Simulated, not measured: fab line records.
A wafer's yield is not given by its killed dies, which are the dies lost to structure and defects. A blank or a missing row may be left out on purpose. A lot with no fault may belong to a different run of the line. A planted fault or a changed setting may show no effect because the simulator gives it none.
fab line records + flow sky130
[record]
- lots = 13
- wafers = 39
- last_day = 50
route steps=708 shown LDD_HVN@274 LDD_HVP@288 LDD_LDN@300 PAD_OPEN@708
lots that met no fault: taken from a fault-free run of the same line
start_h: start of the lot's first displayed wafer, in hours after the record's first day + wait_h: hours from the lot's prior step to this one + " repeats the value in the row above + L1.1+2: several wafers, shown together as one row + - value missing, or start not given + * or withheld: withheld + < > ~ a bound
route shown NAME@n: names a module that has steps shown in the file, with the first one's number in the route + usual: average and standard deviation across the fault-free wafers + same: alike in all rows + chamber/n: place in a boat + sites: per-site readings + _std_site: how widely they spread, as a standard deviation + _edge_site: outer sites' mean less inner sites' + radius_mm: for every site, how far away it sits from the centre of the wafer + mask NAME#n: copy n + behind: tool/chamber where the wafer was last shaped + hold: cause of the lot's hold/its duration in hours/its outcome + device: the transistor (n, p or np) that didn't switch + end of line: at the end of the route, the tests of the same wafers + a step given without rows: its recipe and nothing more + killed: dies lost to structure and defects at the first sort, not the wafer's yield + map: per-die view of a wafer (x killed, . not killed, _ where there is no die)
set.NAME: setting as actually run; set.NAME@STEP: the setting as run at that earlier step + model.NAME: the simulator's own value behind a step, which no gauge read
one table for each step of the route and one row for each wafer, over a sample of lots
services: a tool's chamber out of use, with start hour (start_h, from the record's first day; less than 0 if before it), hours out, and reason
[[steps]]
[step SKY_LDD_HVN_OVL_MEAS_07]
[usual]
- LDD_HVN_OVL = -0.5/1.7
| lot.wafer | tool       | chamber | start_h | wait_h | LDD_HVN_OVL[nm] |
|-----------|------------|---------|---------|--------|-----------------|
| L154.2    | overlay-01 | -       | 475.11  | 0.1    | 2.3             |
| L154.3    | "          | -       | "       | "      | 1.3             |
| L154.4    | "          | -       | "       | "      | 1.7             |
| L155.2    | overlay-02 | -       | 480.36  | 0.1    | 0.5             |
| L155.4    | "          | -       | "       | "      | 0.4             |
| L155.5    | "          | -       | "       | "      | 1.9             |
| L158.2    | overlay-02 | -       | 518.59  | 0.1    | -3.7            |
| L158.3    | "          | -       | "       | "      | -2.3            |
| L158.6    | "          | -       | "       | "      | -3.3            |
| L159.1    | overlay-02 | -       | 522.31  | 0.1    | 0.2             |
| L159.4    | "          | -       | "       | "      | 0.1             |
| L159.5    | "          | -       | "       | "      | 0.7             |
| L161.1    | overlay-01 | -       | 530.83  | 0.1    | -0.2            |
| L161.3    | "          | -       | "       | "      | -2.5            |
| L161.4    | "          | -       | "       | "      | -1.7            |
| L162.1    | overlay-02 | -       | 546.33  | 0.1    | -0.2            |
| L162.3    | "          | -       | "       | "      | -0.9            |
| L162.4    | "          | -       | "       | "      | 1.8             |
| L166.1    | overlay-01 | -       | 581.13  | 0.1    | 1.0             |
| L166.3    | "          | -       | "       | "      | -0.5            |
| L166.4    | "          | -       | "       | "      | -0.2            |
| L168.2    | overlay-01 | -       | 590.96  | 0.1    | 1.2             |
| L168.3    | "          | -       | "       | "      | 0.6             |
| L168.6    | "          | -       | "       | "      | 0.4             |
| L171.2    | overlay-01 | -       | 612.59  | 0.1    | -2.7            |
| L171.3    | "          | -       | "       | "      | -2.4            |
| L171.6    | "          | -       | "       | "      | -2.6            |
| L173.2    | overlay-02 | -       | 629.84  | 0.1    | -1.8            |
| L173.4    | "          | -       | "       | "      | -0.1            |
| L173.5    | "          | -       | "       | "      | -0.8            |
| L174.2    | overlay-01 | -       | 645.64  | 0.1    | -2.2            |
| L174.5    | "          | -       | "       | "      | -0.7            |
| L174.6    | "          | -       | "       | "      | -0.8            |
| L176.3    | overlay-02 | -       | 653.17  | 0.1    | -1.7            |
| L176.4    | "          | -       | "       | "      | 1.4             |
| L176.5    | "          | -       | "       | "      | -0.3            |
| L177.1    | overlay-01 | -       | 655.43  | 0.1    | 1.4             |
| L177.4    | "          | -       | "       | "      | 0.6             |
| L177.6    | "          | -       | "       | "      | 1.7             |
[step SKY_LDD_HVN_TW_MEAS_10]
[usual]
- LDD_HVN_TW = 1433/11
| lot.wafer | tool          | chamber | start_h | wait_h | LDD_HVN_TW |
|-----------|---------------|---------|---------|--------|------------|
| L154.2    | film_metro-03 | -       | 475.40  | 0.1    | 1440       |
| L154.3    | "             | -       | "       | "      | 1429       |
| L154.4    | "             | -       | "       | "      | 1437       |
| L155.2    | film_metro-01 | -       | 480.65  | 0.1    | 1446       |
| L155.4    | "             | -       | "       | "      | 1440       |
| L155.5    | "             | -       | "       | "      | 1446       |
| L158.2    | film_metro-02 | -       | 518.88  | 0.1    | 1418       |
| L158.3    | "             | -       | "       | "      | 1419       |
| L158.6    | "             | -       | "       | "      | 1422       |
| L159.1    | film_metro-02 | -       | 522.59  | 0.1    | 1415       |
| L159.4    | "             | -       | "       | "      | 1426       |
| L159.5    | "             | -       | "       | "      | 1431       |
| L161.1    | film_metro-02 | -       | 531.12  | 0.1    | 1428       |
| L161.3    | "             | -       | "       | "      | 1428       |
| L161.4    | "             | -       | "       | "      | 1425       |
| L162.1    | film_metro-01 | -       | 546.62  | 0.1    | 1431       |
| L162.3    | "             | -       | "       | "      | 1434       |
| L162.4    | "             | -       | "       | "      | 1430       |
| L166.1    | film_metro-01 | -       | 581.42  | 0.1    | 1435       |
| L166.3    | "             | -       | "       | "      | 1450       |
| L166.4    | "             | -       | "       | "      | 1449       |
| L168.2    | film_metro-02 | -       | 591.25  | 0.1    | 1426       |
| L168.3    | "             | -       | "       | "      | 1421       |
| L168.6    | "             | -       | "       | "      | 1431       |
| L171.2    | film_metro-02 | -       | 612.88  | 0.1    | 1426       |
| L171.3    | "             | -       | "       | "      | 1426       |
| L171.6    | "             | -       | "       | "      | 1427       |
| L173.2    | film_metro-02 | -       | 630.13  | 0.1    | 1429       |
| L173.4    | "             | -       | "       | "      | 1430       |
| L173.5    | "             | -       | "       | "      | 1427       |
| L174.2    | film_metro-03 | -       | 645.93  | 0.1    | 1446       |
| L174.5    | "             | -       | "       | "      | 1452       |
| L174.6    | "             | -       | "       | "      | 1442       |
| L176.3    | film_metro-02 | -       | 653.46  | 0.1    | 1430       |
| L176.4    | "             | -       | "       | "      | 1430       |
| L176.5    | "             | -       | "       | "      | 1435       |
| L177.1    | film_metro-02 | -       | 655.73  | 0.1    | 1435       |
| L177.4    | "             | -       | "       | "      | 1434       |
| L177.6    | "             | -       | "       | "      | 1431       |
[step SKY_LDD_HVP_TW_MEAS_10]
[usual]
- LDD_HVP_TW = 456/4.2
| lot.wafer | tool          | chamber | start_h | wait_h | LDD_HVP_TW |
|-----------|---------------|---------|---------|--------|------------|
| L154.2    | film_metro-04 | -       | 505.83  | 0.1    | 462        |
| L154.3    | "             | -       | "       | "      | 460        |
| L154.4    | "             | -       | "       | "      | 462        |
| L155.2    | film_metro-02 | -       | 510.96  | 0.1    | 450        |
| L155.4    | "             | -       | "       | "      | 450        |
| L155.5    | "             | -       | "       | "      | 452        |
| L158.2    | film_metro-02 | -       | 548.71  | 0.1    | 452        |
| L158.3    | "             | -       | "       | "      | 451        |
| L158.6    | "             | -       | "       | "      | 452        |
| L159.1    | film_metro-02 | -       | 552.32  | 0.1    | 448        |
| L159.4    | "             | -       | "       | "      | 448        |
| L159.5    | "             | -       | "       | "      | 448        |
| L161.1    | film_metro-01 | -       | 560.87  | 0.1    | 455        |
| L161.3    | "             | -       | "       | "      | 455        |
| L161.4    | "             | -       | "       | "      | 457        |
| L162.1    | film_metro-04 | -       | 576.00  | 0.1    | 463        |
| L162.3    | "             | -       | "       | "      | 460        |
| L162.4    | "             | -       | "       | "      | 461        |
| L166.1    | film_metro-02 | -       | 610.87  | 0.1    | 455        |
| L166.3    | "             | -       | "       | "      | 454        |
| L166.4    | "             | -       | "       | "      | 455        |
| L168.2    | film_metro-02 | -       | 620.71  | 0.1    | 456        |
| L168.3    | "             | -       | "       | "      | 457        |
| L168.6    | "             | -       | "       | "      | 453        |
| L171.2    | film_metro-04 | -       | 643.72  | 0.1    | 458        |
| L171.3    | "             | -       | "       | "      | 462        |
| L171.6    | "             | -       | "       | "      | 460        |
| L173.2    | film_metro-02 | -       | 657.61  | 0.1    | 458        |
| L173.4    | "             | -       | "       | "      | 456        |
| L173.5    | "             | -       | "       | "      | 453        |
| L174.2    | film_metro-02 | -       | 674.56  | 0.1    | 452        |
| L174.5    | "             | -       | "       | "      | 453        |
| L174.6    | "             | -       | "       | "      | 449        |
| L176.3    | film_metro-01 | -       | 682.19  | 0.1    | 455        |
| L176.4    | "             | -       | "       | "      | 455        |
| L176.5    | "             | -       | "       | "      | 454        |
| L177.1    | film_metro-02 | -       | 684.02  | 0.1    | 451        |
| L177.4    | "             | -       | "       | "      | 454        |
| L177.6    | "             | -       | "       | "      | 449        |
[step SKY_LDD_LDN_IMPLANT_11]
[recipe]
- species = As
- energy_kev = 15
- dose_cm2 = 1.25e+13
- tilt_deg = withheld
- rotation_deg = 293
[usual]
- end_station_pressure_torr = 5.06e-06/2.7e-07
| lot.wafer | tool         | chamber | start_h | wait_h | end_station_pressure_torr |
|-----------|--------------|---------|---------|--------|---------------------------|
| L154.2    | implanter-01 | 0       | 536.24  | 0.1    | 4.7e-06                   |
| L154.3    | "            | 0       | "       | "      | 5.22e-06                  |
| L154.4    | "            | 0       | "       | "      | 5.14e-06                  |
| L155.2    | implanter-02 | 0       | 541.62  | 0.1    | 4.95e-06                  |
| L155.4    | "            | 0       | "       | "      | 4.96e-06                  |
| L155.5    | "            | 0       | "       | "      | 5.6e-06                   |
| L158.2    | implanter-01 | 0       | 578.32  | 0.1    | 5.46e-06                  |
| L158.3    | "            | 0       | "       | "      | 5.27e-06                  |
| L158.6    | "            | 0       | "       | "      | 5.03e-06                  |
| L159.1    | implanter-02 | 0       | 581.82  | 0.1    | 5.16e-06                  |
| L159.4    | "            | 0       | "       | "      | 4.99e-06                  |
| L159.5    | "            | 0       | "       | "      | 5.22e-06                  |
| L159.1    | implanter-02 | 0       | 582.13  | 0.3    | 5.09e-06                  |
| L159.4    | "            | 0       | "       | "      | 5.36e-06                  |
| L159.5    | "            | 0       | "       | "      | 5e-06                     |
| L161.1    | implanter-01 | 0       | 590.54  | 0.1    | 5.2e-06                   |
| L161.3    | "            | 0       | "       | "      | 5.32e-06                  |
| L161.4    | "            | 0       | "       | "      | 5.12e-06                  |
| L162.1    | implanter-02 | 0       | 605.60  | 0.1    | 5.25e-06                  |
| L162.3    | "            | 0       | "       | "      | 5.37e-06                  |
| L162.4    | "            | 0       | "       | "      | 4.98e-06                  |
| L166.1    | implanter-02 | 0       | 639.79  | 0.1    | 4.89e-06                  |
| L166.3    | "            | 0       | "       | "      | 5.05e-06                  |
| L166.4    | "            | 0       | "       | "      | 4.96e-06                  |
| L168.2    | implanter-01 | 0       | 649.52  | 0.1    | 4.52e-06                  |
| L168.3    | "            | 0       | "       | "      | 5.01e-06                  |
| L168.6    | "            | 0       | "       | "      | 5.07e-06                  |
| L168.2    | implanter-01 | 0       | 649.83  | 0.3    | 5.48e-06                  |
| L168.3    | "            | 0       | "       | "      | 5.08e-06                  |
| L168.6    | "            | 0       | "       | "      | 5.84e-06                  |
| L171.2    | implanter-02 | 0       | 671.99  | 0.1    | 5.02e-06                  |
| L171.3    | "            | 0       | "       | "      | 5.32e-06                  |
| L171.6    | "            | 0       | "       | "      | 5.35e-06                  |
| L173.2    | implanter-02 | 0       | 686.02  | 0.1    | 5.43e-06                  |
| L173.4    | "            | 0       | "       | "      | 5e-06                     |
| L173.5    | "            | 0       | "       | "      | 5.12e-06                  |
| L174.2    | implanter-02 | 0       | 702.79  | 0.1    | 4.87e-06                  |
| L174.5    | "            | 0       | "       | "      | 4.68e-06                  |
| L174.6    | "            | 0       | "       | "      | 5.01e-06                  |
| L176.3    | implanter-01 | 0       | 710.22  | 0.1    | 5.33e-06                  |
| L176.4    | "            | 0       | "       | "      | 5.35e-06                  |
| L176.5    | "            | 0       | "       | "      | 5.45e-06                  |
| L177.1    | implanter-01 | 0       | 712.15  | 0.1    | 5.16e-06                  |
| L177.4    | "            | 0       | "       | "      | 5.09e-06                  |
| L177.6    | "            | 0       | "       | "      | 5.14e-06                  |
[step SKY_LDD_LDN_TW_MEAS_13]
[usual]
- LDD_LDN_TW = 1488/8.6
| lot.wafer | tool          | chamber | start_h | wait_h | LDD_LDN_TW |
|-----------|---------------|---------|---------|--------|------------|
| L154.2    | film_metro-03 | -       | 536.48  | 0.1    | 1483       |
| L154.3    | "             | -       | "       | "      | 1486       |
| L154.4    | "             | -       | "       | "      | 1486       |
| L155.2    | film_metro-04 | -       | 541.85  | 0.1    | 1501       |
| L155.4    | "             | -       | "       | "      | 1489       |
| L155.5    | "             | -       | "       | "      | 1501       |
| L158.2    | film_metro-03 | -       | 578.55  | 0.1    | 1482       |
| L158.3    | "             | -       | "       | "      | 1484       |
| L158.6    | "             | -       | "       | "      | 1479       |
| L159.1    | film_metro-04 | -       | 582.38  | 0.1    | 1594       |
| L159.4    | "             | -       | "       | "      | 1602       |
| L159.5    | "             | -       | "       | "      | 1587       |
| L161.1    | film_metro-04 | -       | 590.79  | 0.1    | 1498       |
| L161.3    | "             | -       | "       | "      | 1500       |
| L161.4    | "             | -       | "       | "      | 1494       |
| L162.1    | film_metro-04 | -       | 605.85  | 0.1    | 1509       |
| L162.3    | "             | -       | "       | "      | 1501       |
| L162.4    | "             | -       | "       | "      | 1504       |
| L166.1    | film_metro-01 | -       | 640.04  | 0.1    | 1477       |
| L166.3    | "             | -       | "       | "      | 1478       |
| L166.4    | "             | -       | "       | "      | 1472       |
| L168.2    | film_metro-01 | -       | 650.12  | 0.1    | 1572       |
| L168.3    | "             | -       | "       | "      | 1579       |
| L168.6    | "             | -       | "       | "      | 1575       |
| L171.2    | film_metro-04 | -       | 672.23  | 0.1    | 1486       |
| L171.3    | "             | -       | "       | "      | 1494       |
| L171.6    | "             | -       | "       | "      | 1487       |
| L173.2    | film_metro-03 | -       | 686.25  | 0.1    | 1478       |
| L173.4    | "             | -       | "       | "      | 1476       |
| L173.5    | "             | -       | "       | "      | 1485       |
| L174.2    | film_metro-04 | -       | 703.03  | 0.1    | 1490       |
| L174.5    | "             | -       | "       | "      | 1492       |
| L174.6    | "             | -       | "       | "      | 1496       |
| L176.3    | film_metro-01 | -       | 710.44  | 0.1    | 1481       |
| L176.4    | "             | -       | "       | "      | 1480       |
| L176.5    | "             | -       | "       | "      | 1478       |
| L177.1    | film_metro-03 | -       | 712.40  | 0.1    | 1474       |
| L177.4    | "             | -       | "       | "      | 1483       |
| L177.6    | "             | -       | "       | "      | 1486       |
[step SKY_PAD_OPEN_PROBE_99]
[usual]
- killed_at_M0_to_M3 = 45/7.2
- killed_at_M4_up = 3.0/1.8
- killed_at_contacts = 25/6.1
- killed_at_front_end = 14/4.4
- killed_at_other = 0.2/0.44
- killed_dies = 88/10
- killed_open = 48/7.4
- killed_short = 40/6.3
[same]
- gross_dies = 492
- killed_at_back_side = 0
| lot.wafer | tool      | chamber | start_h | wait_h | killed_at_M0_to_M3 | killed_at_M4_up | killed_at_contacts | killed_at_front_end | killed_at_other | killed_dies | killed_open | killed_short |
|-----------|-----------|---------|---------|--------|--------------------|-----------------|--------------------|---------------------|-----------------|-------------|-------------|--------------|
| L174.2    | prober-02 | -       | 1195.64 | 0.1    | 44                 | 4               | 25                 | 14                  | 0               | 87          | 51          | 36           |
| L174.5    | prober-02 | -       | 1195.79 | 0.2    | 44                 | 6               | 28                 | 10                  | 1               | 89          | 56          | 33           |
| L174.6    | prober-02 | -       | 1195.84 | 0.2    | 37                 | 1               | 19                 | 18                  | 0               | 75          | 39          | 36           |
// killed by level:class
L174.2 VIA3:geometric_particle:open=12 VIA1:geometric_particle:open=12 CONTACT:geometric_particle:open=9 LOCAL_INTERCONNECT:geometric_particle:short=5 CONTACT:geometric_particle:short=5 FIELD_ISO:geometric_particle:open=4 POLY_GATE:geometric_particle:open=4 VIA1:geometric_particle:short=4
L174.5 CONTACT:geometric_particle:open=15 VIA1:geometric_particle:open=13 VIA3:geometric_particle:open=9 METAL2:geometric_particle:short=7 METAL4:geometric_particle:short=5 LOCAL_INTERCONNECT:geometric_particle:short=5 LI_CONTACT:geometric_particle:open=4 VIA2:geometric_particle:open=4
L174.6 VIA1:geometric_particle:short=7 VIA1:geometric_particle:open=7 FIELD_ISO:geometric_particle:open=6 VIA3:geometric_particle:open=6 CONTACT:geometric_particle:open=6 CONTACT:geometric_particle:short=5 LI_CONTACT:geometric_particle:open=4 METAL2:geometric_particle:short=4
[[services]]
| tool         | chamber | start_h | hours | kind   |
|--------------|---------|---------|-------|--------|
| implanter-02 | -       | 516.84  | 3.1   | repair |
| implanter-02 | -       | 570.84  | 4.1   | pm     |
| implanter-01 | -       | 654.81  | 5.5   | pm     |
| implanter-02 | -       | 687.14  | 1.8   | repair |
| implanter-02 | -       | 708.69  | 38.7  | repair |
[[key]]
[first_sign]
- step = SKY_LDD_LDN_IMPLANT_11
- reading = visit
- direction = added
[effect]
- step = SKY_LDD_LDN_TW_MEAS_13
- reading = LDD_LDN_TW
- direction = up
- sigmas = 11
- usual = 1488
- struck = 1585
met_at SKY_LDD_LDN_IMPLANT_11
struck_lots L159,L168
tester_left_out L159,L168
not_acting_at SKY_LDD_HVN_OVL_MEAS_07,SKY_LDD_HVN_TW_MEAS_10,SKY_LDD_HVP_TW_MEAS_10
[fault]
- kind = repeated_step_whole
- tool = implanter-01,implanter-02,implanter-04
- chamber = -
- onset_h = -
- steps = SKY_LDD_LDN_IMPLANT_11
- times = 1
- scope = struck_lots_only
// tester_left_out: of these lots the tester's yield and bins aren't shown, on N5 and GAA mostly nor the transistor test; their killed dies are dies lost to structure and defects alone, not to doping, threshold or leakage, so they don't give the yield
